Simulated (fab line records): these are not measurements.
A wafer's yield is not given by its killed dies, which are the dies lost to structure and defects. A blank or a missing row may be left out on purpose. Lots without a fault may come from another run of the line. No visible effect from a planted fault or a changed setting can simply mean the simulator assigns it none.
fab line records	flow sky130
record lots=11	wafers=32	last-day=50
route steps=708 shown VIA3@593 METAL4@632 VIA4@639
lots that met no fault: taken from a fault-free run of the same line
start-h: hours from the record's first day to the start of the lot's first wafer shown	wait-h: time in hours since the lot's previous step	" unchanged from the row above	L1.1+2: one row covering several wafers at once	- either no value or no given start	* or withheld: withheld	< > ~ a bound
route shown NAME@n: names a module that has steps shown in the file, with the first one's number in the route	usual: mean and standard deviation over wafers with no fault	same: alike in all rows	chamber/n: place in a boat	sites: per-site readings	_std_site: the standard deviation of these	_edge_site: inner sites' mean taken away from outer sites' mean	radius-mm: how far each site lies from the wafer's centre	mask NAME#n: copy n	behind: tool/chamber where the wafer was last shaped	hold: cause of the lot's hold/its duration in hours/its outcome	device: which transistor (n, p or np) failed to switch	end of line: the route-end tests of the same wafers	a step given without rows: its recipe and nothing more	killed: count of dies lost to structure and defects at first sort (not the wafer's yield)	map: a wafer's dies, marking killed ones x, the rest . and places with no die _
set.NAME: the setting the step ran with; set.NAME@STEP: the setting that earlier step ran with	model.NAME: the simulator's own value behind a step, which no gauge read
one table for each step of the route and one row for each wafer, over a sample of lots
services: the hour from which a tool's chamber was out of use, counted from the record's first day as start-h (under 0 if before that day), plus the number of hours and why
## steps
# step SKY_VIA3_SPUTTER_20
# recipe material=TiN	target-thk-nm=20	chamber-pressure-pa=5	power-w=4057	time-s=80
# usual cathode-dc-power-W=4057.0/0.72	throttle-valve-pct=29.9/1.1
lot.wafer	tool	chamber	start-h	wait-h	cathode-dc-power-W	throttle-valve-pct
L753.2	pvd-sputter-03	-	937.37	0.0	4057.4	30.1
L753.3	"	-	"	"	4056.9	30.9
L753.6	"	-	"	"	4055.4	30.0
L756.1	pvd-sputter-01	-	963.27	0.0	4057.3	29.3
L756.3	"	-	"	"	4056.5	27.2
L756.5	"	-	"	"	4057.5	29.3
L757.2	pvd-sputter-01	-	967.34	0.0	4057.2	29.5
L757.4	"	-	"	"	4056.6	27.0
L757.5	"	-	"	"	4055.7	29.1
L759.3	pvd-sputter-03	-	984.59	0.0	4055.3	30.5
L759.4	"	-	"	"	4057.0	30.9
L759.5	"	-	"	"	4057.6	29.9
L761.1	pvd-sputter-03	-	992.93	0.0	4057.0	30.2
L761.5	"	-	"	"	4057.6	31.1
L761.6	"	-	"	"	4057.0	30.2
L762.3	pvd-sputter-02	-	997.24	0.0	4056.3	31.0
L762.5	"	-	"	"	4056.5	29.9
L762.6	"	-	"	"	4057.4	31.0
L764.3	pvd-sputter-03	-	1010.84	0.0	4057.5	30.8
L764.4	"	-	"	"	4056.6	30.6
L764.5	"	-	"	"	4055.8	31.3
L767.3	pvd-sputter-01	-	1031.52	0.0	4057.3	27.0
L767.4	"	-	"	"	4056.3	29.3
L772.1	pvd-sputter-03	-	1066.34	0.0	4057.6	30.8
L772.2	"	-	"	"	4056.6	31.0
L772.3	"	-	"	"	4057.8	29.9
L773.3	pvd-sputter-02	-	1070.79	0.0	4058.0	29.5
L773.4	"	-	"	"	4056.9	31.1
L773.5	"	-	"	"	4057.0	30.0
L775.1	pvd-sputter-02	-	1091.18	0.0	4058.7	31.1
L775.2	"	-	"	"	4056.6	29.6
L775.4	"	-	"	"	4057.2	29.9
# step SKY_VIA3_CMP_24
# recipe stop-on=SiO2	t-overpolish-s=20	down-force-psi=3.5	platen-rpm=60	target-thk-nm=0	pad-velocity-m-s=0.94248
# usual motor-current-A=10.4/1.3	overpolish-run-s=20.000/0.0086	time-to-endpoint-s=95/4.1
lot.wafer	tool	chamber	start-h	wait-h	motor-current-A	overpolish-run-s	time-to-endpoint-s
L753.2	cmp-02	0	937.78	0.1	11.3	20.008	100
L753.3	"	2	"	"	9.5	20.011	99
L753.6	"	0	"	"	10.4	19.998	98
L756.1	cmp-01	3	963.69	0.1	9.5	19.993	89
L756.3	"	0	"	"	12.1	19.992	94
L756.5	"	2	"	"	8.9	19.994	95
L757.2	cmp-01	1	967.75	0.1	9.6	20.009	93
L757.4	"	3	"	"	9.3	20.005	87
L757.5	"	0	"	"	11.4	20.010	92
L759.4	cmp-02	2	985.01	0.1	9.1	19.988	106
L759.3	"	0	"	"	11.1	19.995	102
L759.5	"	2	"	"	9.7	19.993	100
L761.1	cmp-01	2	993.34	0.1	9.2	20.017	97
L761.6	"	1	"	"	9.1	20.001	94
L761.5	"	2	"	"	9.1	20.009	96
L762.3	cmp-02	1	997.71	0.1	12.5	20.007	96
L762.6	"	3	"	"	12.5	20.007	99
L762.5	"	0	"	"	11.2	19.997	99
L764.4	cmp-01	0	1011.25	0.1	12.2	20.013	93
L764.3	"	2	"	"	8.9	19.999	95
L764.5	"	0	"	"	11.9	20.010	89
L767.3	cmp-01	1	1031.94	0.1	9.7	20.001	93
L767.4	"	2	"	"	9.1	20.005	93
L772.3	cmp-01	2	1066.70	0.0	8.6	19.982	101
L772.2	"	3	"	"	9.0	20.000	97
L772.1	"	1	"	"	9.4	19.993	96
L773.4	cmp-02	2	1071.25	0.1	9.8	19.992	95
L773.3	"	3	"	"	11.9	19.991	95
L773.5	"	1	"	"	11.6	19.987	96
L775.4	cmp-01	1	1091.54	0.0	9.5	19.998	95
L775.1	"	2	"	"	8.7	19.993	101
L775.2	"	3	"	"	10.1	20.013	91
# step SKY_METAL4_ETCH_16
# recipe chemistry=N2/H2	target=BARC	ion-energy-ev=200	bias-w=100	pressure-mtorr=30	n2-flow-sccm=100	h2-flow-sccm=200	icp-w=500	stop-on=SiO2	time-s=88.2	target-depth-a=600
# usual bias-w=99.99/0.29	drypump-motor-current-A=5.80/0.23	h2-flow-sccm=200.2/0.6	oes-product-au=0.626/0.0045	throttle-valve-pct=13.204/0.0084
lot.wafer	tool	chamber	start-h	wait-h	bias-w	drypump-motor-current-A	h2-flow-sccm	oes-product-au	rf-hours-counter-h	throttle-valve-pct
L753.2	rie-metal-04	0	986.64	0.1	100.21	5.54	200.3	0.619	-	13.209
L753.3	"	0	"	"	100.35	5.54	199.7	0.622	-	13.208
L753.6	"	0	"	"	100.35	5.54	199.6	0.628	-	13.193
L756.1	rie-metal-04	1	1011.60	0.1	99.55	5.91	199.7	0.628	7	13.211
L756.3	"	1	"	"	99.85	5.90	199.7	0.632	-	13.210
L756.5	"	1	"	"	99.59	5.91	200.0	0.625	-	13.203
L757.2	rie-metal-03	1	1016.27	0.0	99.73	6.03	201.2	0.621	9	13.199
L757.4	"	0	"	"	100.03	6.07	200.2	0.625	-	13.195
L757.5	"	0	"	"	99.77	6.07	200.5	0.624	-	13.194
L759.3	rie-metal-03	1	1033.07	0.1	99.78	6.06	199.2	0.621	-	13.207
L759.4	"	1	"	"	99.99	6.03	200.2	0.620	-	13.212
L759.5	"	1	"	"	99.64	6.05	199.3	0.626	-	13.196
L761.1	rie-metal-03	1	1040.39	0.0	99.57	6.02	199.1	0.625	10	13.208
L761.5	"	1	"	"	100.10	6.04	199.2	0.628	-	13.202
L761.6	"	0	"	"	99.79	6.08	199.8	0.626	-	13.195
L762.3	rie-metal-03	1	1044.05	0.0	99.59	6.03	199.8	0.622	-	13.217
L762.5	"	0	"	"	100.48	6.09	198.9	0.624	-	13.197
L762.6	"	1	"	"	100.21	6.02	200.4	0.626	-	13.209
L764.3	rie-metal-02	1	1056.81	0.0	99.95	5.69	199.8	0.627	-	13.215
L764.4	"	0	"	"	100.57	5.50	200.9	0.620	-	13.213
L764.5	"	0	"	"	100.07	5.51	200.5	0.631	-	13.206
L767.3	rie-metal-04	0	1076.87	0.0	100.60	5.58	201.3	0.625	-	13.203
L767.4	"	1	"	"	99.66	5.89	199.7	0.626	-	13.199
L772.1	rie-metal-04	1	1108.03	0.0	99.77	5.93	199.7	0.627	15	13.205
L772.2	"	0	"	"	99.64	5.56	200.7	0.633	6	13.211
L772.3	"	0	"	"	99.33	5.55	200.2	0.628	-	13.203
L773.3	rie-metal-02	1	1112.87	0.0	99.94	5.69	200.3	0.628	-	13.208
L773.4	"	0	"	"	99.72	5.52	200.6	0.628	-	13.196
L773.5	"	1	"	"	100.10	5.73	200.2	0.632	-	13.206
L775.1	rie-metal-03	0	1132.48	0.0	99.77	6.05	200.7	0.625	7	13.207
L775.2	"	1	"	"	99.98	6.06	199.3	0.637	17	13.203
L775.4	"	1	"	"	99.68	6.02	199.5	0.626	-	13.212
# step SKY_VIA4_HDPCVD_00
# recipe material=SiO2	target-thk-nm=1750	sigma-open-frac=0.3	time-s=291.7	temp-c=400	sih4-flow-sccm=60	pressure-mtorr=6
# usual run-length-s=319.7/0.47
lot.wafer	tool	chamber	start-h	wait-h	run-length-s
L753.2	hdpcvd-02	0	987.60	0.0	319.7
L753.3	"	2	"	"	319.8
L753.6	"	1	"	"	319.8
L756.1	hdpcvd-02	1	1012.58	0.0	318.6
L756.3	"	0	"	"	320.5
L756.5	"	0	"	"	319.9
L757.2	hdpcvd-01	1	1017.17	0.0	319.8
L757.4	"	2	"	"	319.4
L757.5	"	0	"	"	319.1
L759.3	hdpcvd-01	2	1034.02	0.0	320.1
L759.4	"	1	"	"	320.0
L759.5	"	2	"	"	319.3
L761.1	hdpcvd-01	2	1041.33	0.0	319.4
L761.5	"	2	"	"	319.2
L761.6	"	0	"	"	319.7
L762.3	hdpcvd-02	0	1044.90	0.0	320.0
L762.5	"	0	"	"	319.7
L762.6	"	2	"	"	319.8
L764.3	hdpcvd-02	1	1057.66	0.0	319.0
L764.4	"	0	"	"	350.5
L764.5	"	1	"	"	319.6
L767.3	hdpcvd-02	1	1077.72	0.0	318.8
L767.4	"	2	"	"	320.3
L772.1	hdpcvd-01	0	1108.96	0.0	319.6
L772.2	"	1	"	"	320.5
L772.3	"	2	"	"	319.6
L773.3	hdpcvd-01	2	1113.75	0.0	319.9
L773.4	"	1	"	"	319.7
L773.5	"	2	"	"	319.8
L775.1	hdpcvd-02	1	1133.42	0.0	319.2
L775.2	"	2	"	"	320.3
L775.4	"	2	"	"	320.3
# step SKY_VIA4_THK_MEAS_01
# recipe reads=SiO2_of_VIA4_HDPCVD_00
# usual VIA4_HDPCVD_THK=1758/18
lot.wafer	tool	chamber	start-h	wait-h	hold	VIA4_HDPCVD_THK[nm]
L753.2	film-metro-03	-	987.79	0.1	-	1746
L753.3	"	-	"	"	-	1741
L753.6	"	-	"	"	-	1757
L756.1	film-metro-04	-	1012.76	0.1	-	1776
L756.3	"	-	"	"	-	1750
L756.5	"	-	"	"	-	1737
L757.2	film-metro-01	-	1017.42	0.2	-	1786
L757.4	"	-	"	"	-	1790
L757.5	"	-	"	"	-	1772
L759.3	film-metro-01	-	1034.22	0.1	-	1746
L759.4	"	-	"	"	-	1747
L759.5	"	-	"	"	-	1757
L761.1	film-metro-04	-	1041.56	0.1	-	1773
L761.5	"	-	"	"	-	1772
L761.6	"	-	"	"	-	1801
L762.3	film-metro-03	-	1045.10	0.1	-	1715
L762.5	"	-	"	"	-	1720
L762.6	"	-	"	"	-	1733
L764.3	film-metro-03	-	1057.86	0.1	await-dispo/0.2h/release	1756
L764.4	"	-	"	"	await-dispo/0.2h/release	1930
L764.5	"	-	"	"	await-dispo/0.2h/release	1756
L764.3	film-metro-03	-	1058.09	0.2	-	1756
L764.4	"	-	"	"	-	1928
L764.5	"	-	"	"	-	1755
L767.3	film-metro-03	-	1077.92	0.1	-	1775
L767.4	"	-	"	"	-	1735
L772.1	film-metro-03	-	1109.14	0.1	-	1789
L772.2	"	-	"	"	-	1750
L772.3	"	-	"	"	-	1745
L773.3	film-metro-01	-	1113.95	0.1	-	1749
L773.4	"	-	"	"	-	1776
L773.5	"	-	"	"	-	1753
L775.1	film-metro-01	-	1133.60	0.1	-	1775
L775.2	"	-	"	"	-	1758
L775.4	"	-	"	"	-	1759
## services
tool	chamber	start-h	hours	kind
cmp-01	-	916.47	-	consumable-replace:conditioner
cmp-01	-	916.47	-	consumable-replace:pad
rie-metal-02	0	918.22	1.0	repair
rie-metal-02	1	920.77	2.5	repair
rie-metal-03	1	936.64	28.2	repair
hdpcvd-01	-	939.35	4.3	pm
hdpcvd-02	-	944.93	6.0	pm
hdpcvd-01	-	950.25	15.0	pm
hdpcvd-01	0	950.25	15.0	vent-cycle
hdpcvd-01	1	950.25	15.0	vent-cycle
cmp-02	-	955.26	0.5	repair
cmp-01	-	980.17	2.3	repair
rie-metal-03	1	992.30	8.1	repair
cmp-01	-	1008.02	2.6	repair
cmp-02	-	1019.93	16.0	pm
rie-metal-03	-	1045.26	1.4	repair
rie-metal-02	-	1045.87	0.3	repair
cmp-02	-	1048.70	2.6	repair
pvd-sputter-01	-	1049.02	1.7	repair
pvd-sputter-01	-	1062.95	0.6	repair
cmp-02	-	1084.28	4.0	pm
cmp-01	-	1086.34	1.9	repair
pvd-sputter-03	-	1115.68	1.0	repair
cmp-02	-	1130.82	9.6	pm
## key
first-sign step=SKY_VIA4_HDPCVD_00	reading=run-length-s	direction=up	sigmas=65	usual=*	struck=*
effect step=SKY_VIA4_THK_MEAS_01	reading=visit	direction=added
effect step=SKY_VIA4_THK_MEAS_01	reading=VIA4_HDPCVD_THK	direction=up	sigmas=9.7	usual=1758	struck=1930
met-at SKY_VIA4_HDPCVD_00
struck-lots L764
struck-wafers L764.4
not-acting-at SKY_VIA3_SPUTTER_20,SKY_VIA3_CMP_24,SKY_METAL4_ETCH_16
onset-between 1044.90 1057.66
fault kind=process-parameter-drift	tool=hdpcvd-02	chamber=0	onset-h=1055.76	steps=SKY_VIA4_HDPCVD_00	channel=time-s	offset=*	shape=step	end-h=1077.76	acts-in=*	stated=*
